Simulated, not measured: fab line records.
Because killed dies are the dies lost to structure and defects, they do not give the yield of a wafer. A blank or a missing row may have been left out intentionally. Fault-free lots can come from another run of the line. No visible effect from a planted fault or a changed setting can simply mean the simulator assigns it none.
A single fault, viewed from 2 desks ; flow sky130 ; only its own numbers are on each desk; what lay behind them is given at the end

== THE METROLOGY DESK ==
Lot by lot, what the gauges showed, no matter which tool ran the lot: averages of those sampled wafers that carry a number. If a lot's mean is further than 4 standard deviations from the usual mean, the lot is out of limits and carries the mark OUT (the distance appears in the brackets).
Columns: A = VIA2_BOW at SKY_VIA2_BOW_MEAS_03, usual 87 um; B = CAPM_TIN_RS at SKY_CAPM_RS_MEAS_03, usual 6.85 ohm/sq; C = CAPM_TIN_THK at SKY_CAPM_THK_MEAS_04, usual 204.2 nm
lot;first seen here;A;B;C
L284;day 34 23:44;92;6.75;205.0
L286;day 35 20:12;90;6.92;202.7
L287;day 36 01:48;79;6.87;203.1
L293;day 38 10:24;83;7.35 (+6.1) OUT;193.7 (-4.0) OUT
L295;day 38 22:27;81;7.36 (+6.2) OUT;193.3 (-4.2) OUT
L297;day 39 09:13;89;6.74;206.4
L304;day 42 03:40;91;6.98;200.4
L307;day 42 14:24;86;6.89;205.3
L306;day 42 17:17;91;6.79;205.3
L305;day 42 21:27;80;6.82;207.8
This desk reports L293, L295 out of limits; the earliest was L293 at day 39 14:23 (CAPM_TIN_RS at SKY_CAPM_RS_MEAS_03). In limits: L284, L286, L287, L297, L304, L307, L306, L305.

== DESK OF THE TOOL OWNER: pvd sputter-03 ==
The tool's own readings at SKY_CAPM_SPUTTER_02 (material TiN, target thk 200 nm, time 166.7 s): means of the sampled wafers that have a number, for each lot that ran on this tool. If a lot's mean is further than 4 standard deviations from the usual mean, the lot is out of limits and carries the mark OUT (the distance appears in the brackets).
Columns: A = throttle valve pct at SKY_CAPM_SPUTTER_02, usual 29.6 %
lot;first seen here;A
L286;day 36 23:49;29.9
L287;day 37 05:34;29.6
L293;day 39 14:14;29.8
L295;day 40 01:55;29.9
Finding of this desk: none of the 4 lots has anything out of limits.

== BROUGHT TOGETHER ==
On L293, L295, the metrology desk was in a position to raise an alarm at day 39 14:23.
The tool owner's desk saw nothing out of limits.
The tool owner's desk has L293, L295 on record, within its limits.
SKY_CAPM_SPUTTER_02 was run on pvd sputter-03 by each of the lots named.

== WHAT THE SIMULATOR HAD PUT IN ==
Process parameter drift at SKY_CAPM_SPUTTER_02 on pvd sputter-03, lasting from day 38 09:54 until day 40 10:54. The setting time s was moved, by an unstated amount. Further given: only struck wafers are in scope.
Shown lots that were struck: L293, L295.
Hours from the fault's start to each desk's first reading out of limits: the metrology desk, 28.
